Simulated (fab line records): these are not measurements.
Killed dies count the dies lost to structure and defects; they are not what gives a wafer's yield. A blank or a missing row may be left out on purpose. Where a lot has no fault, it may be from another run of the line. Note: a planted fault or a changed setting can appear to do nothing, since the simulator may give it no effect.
Chamber matching | flow gf180mcu | GF_V3_CVD_02 on pecvd-03 has 3 sister chambers
The step deposits SiO2 from TEOS, target thk 850 nm, time 94.851 s. 6 wafers are shown with their chamber, then 7 later ones without.

== WAFERS, EACH WITH ITS CHAMBER ==
wafer  | chamber | heaterPowerW (W)
L880.4 | 1       | 783
L883.6 | 1       | 765
L884.1 | 0       | 641
L884.5 | 2       | 535
L885.1 | 0       | 671
L885.2 | 2       | 517

== WAFERS WITH NO CHAMBER GIVEN ==
wafer  | heaterPowerW (W)
L885.4 | 548
L898.1 | 733
L898.2 | 805
L898.6 | 520
L901.2 | 515
L901.3 | 780
L901.6 | 625

== WHICH CHAMBER EACH WENT THROUGH ==
wafer  | from the rows above | in truth
L885.4 | 2                   | 2
L898.1 | 1                   | 1
L898.2 | 1                   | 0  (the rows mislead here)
L898.6 | 2                   | 2
L901.2 | 2                   | 2
L901.3 | 1                   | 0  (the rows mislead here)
L901.6 | 0                   | 0
Correctly placed: 5 of 7. Number that these rows cannot place: 0. Wrongly placed: 2.
How it was worked out, from the rows above alone: a wafer's distance from a chamber is the root of the sum, over the readings, of the square of ((its reading less the chamber's mean) divided by the reading's scatter). The wafer belongs to the nearest chamber; if the next one is less than 2 further off, it can't be placed. A chamber's mean is the mean of its shown wafers. The scatter: take each reading less its chamber's mean, square it, sum over the shown wafers, divide by the number of wafers less the number of chambers, and take the root.
